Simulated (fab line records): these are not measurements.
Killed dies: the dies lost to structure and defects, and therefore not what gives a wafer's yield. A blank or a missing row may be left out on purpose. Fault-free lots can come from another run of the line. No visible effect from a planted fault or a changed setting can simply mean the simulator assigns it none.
Chamber matching + flow gf180mcu + GF_CONTACT_ETCH_16 on rie_diel-01: 4 sister chambers
The step etches BARC in N2/H2. 27 wafers are shown with their chamber, then 12 later ones without.

## WAFERS WITH THEIR CHAMBER
| wafer  | chamber | drypump_motor_current_A (A) | throttle_valve_pct (%) | oes_product_au (a.u.) |
|--------|---------|-----------------------------|------------------------|-----------------------|
| L076.3 | 0       | 6.2                         | 13.230                 | 0.864                 |
| L076.5 | 2       | 6.0                         | 13.222                 | 0.862                 |
| L076.6 | 1       | 5.3                         | 13.221                 | 0.854                 |
| L077.1 | 2       | 6.1                         | 13.217                 | 0.850                 |
| L077.2 | 1       | 5.2                         | 13.222                 | 0.850                 |
| L077.4 | 0       | 6.2                         | 13.223                 | 0.851                 |
| L079.3 | 2       | 6.0                         | 13.231                 | 0.856                 |
| L079.4 | 1       | 5.2                         | 13.235                 | 0.847                 |
| L079.5 | 1       | 5.3                         | 13.220                 | 0.850                 |
| L082.2 | 0       | 6.2                         | 13.215                 | 0.856                 |
| L082.3 | 3       | 6.6                         | 13.239                 | 0.854                 |
| L082.4 | 2       | 6.0                         | 13.217                 | 0.853                 |
| L084.1 | 2       | 6.1                         | 13.221                 | 0.851                 |
| L084.4 | 1       | 5.2                         | 13.218                 | 0.856                 |
| L084.5 | 0       | 6.2                         | 13.212                 | 0.853                 |
| L085.1 | 0       | 6.2                         | 13.215                 | 0.861                 |
| L085.2 | 1       | 5.2                         | 13.222                 | 0.862                 |
| L085.4 | 2       | 6.0                         | 13.218                 | 0.852                 |
| L086.1 | 3       | 6.5                         | 13.206                 | 0.861                 |
| L086.4 | 1       | 5.2                         | 13.215                 | 0.857                 |
| L086.5 | 3       | 6.5                         | 13.231                 | 0.861                 |
| L088.1 | 2       | 6.0                         | 13.234                 | 0.860                 |
| L088.3 | 3       | 6.5                         | 13.225                 | 0.854                 |
| L088.6 | 3       | 6.6                         | 13.222                 | 0.848                 |
| L090.3 | 2       | 6.0                         | 13.211                 | 0.858                 |
| L090.5 | 0       | 6.2                         | 13.218                 | 0.854                 |
| L090.6 | 1       | 5.3                         | 13.232                 | 0.850                 |

SIGNATURES, as means of the wafers listed above
| reading                 | chamber 0 | chamber 1 | chamber 2 | chamber 3 | scatter within a chamber |
|-------------------------|-----------|-----------|-----------|-----------|--------------------------|
| drypump_motor_current_A | 6.200     | 5.237     | 6.025     | 6.540     | 0.0446                   |
| throttle_valve_pct      | 13.21883  | 13.22312  | 13.22138  | 13.22460  | 0.00823                  |
| oes_product_au          | 0.85650   | 0.85325   | 0.85525   | 0.85560   | 0.00491                  |
Rule: a wafer's distance from a chamber is the root of the sum, over the readings, of the square of ((its reading less the chamber's mean) divided by the reading's scatter). If the next closest chamber is less than 2 further off than the closest, the wafer can't be placed; otherwise it belongs to the closest. The scatter: take each reading less its chamber's mean, square it, sum over the shown wafers, divide by the number of wafers less the number of chambers, and take the root.

## WAFERS MISSING THEIR CHAMBER
| wafer  | drypump_motor_current_A (A) | throttle_valve_pct (%) | oes_product_au (a.u.) |
|--------|-----------------------------|------------------------|-----------------------|
| L093.1 | 6.2                         | 13.217                 | 0.861                 |
| L093.3 | 6.0                         | 13.227                 | 0.856                 |
| L093.5 | 6.5                         | 13.231                 | 0.850                 |
| L094.1 | 6.5                         | 13.218                 | 0.860                 |
| L094.4 | 5.3                         | 13.214                 | 0.860                 |
| L094.6 | 5.2                         | 13.220                 | 0.865                 |
| L095.1 | 6.5                         | 13.219                 | 0.851                 |
| L095.4 | 5.2                         | 13.222                 | 0.853                 |
| L095.6 | 5.2                         | 13.235                 | 0.852                 |
| L096.1 | 5.2                         | 13.241                 | 0.855                 |
| L096.4 | 6.5                         | 13.234                 | 0.851                 |
| L096.5 | 5.2                         | 13.225                 | 0.858                 |

## EACH ONE'S CHAMBER
| wafer  | from the rows above | in truth |
|--------|---------------------|----------|
| L093.1 | 0                   | 0        |
| L093.3 | 2                   | 2        |
| L093.5 | 3                   | 3        |
| L094.1 | 3                   | 3        |
| L094.4 | 1                   | 1        |
| L094.6 | 1                   | 1        |
| L095.1 | 3                   | 3        |
| L095.4 | 1                   | 1        |
| L095.6 | 1                   | 1        |
| L096.1 | 1                   | 1        |
| L096.4 | 3                   | 3        |
| L096.5 | 1                   | 1        |
Correct placement for 12 of the 12. Not placeable from these rows: 0. Placed wrongly: 0.
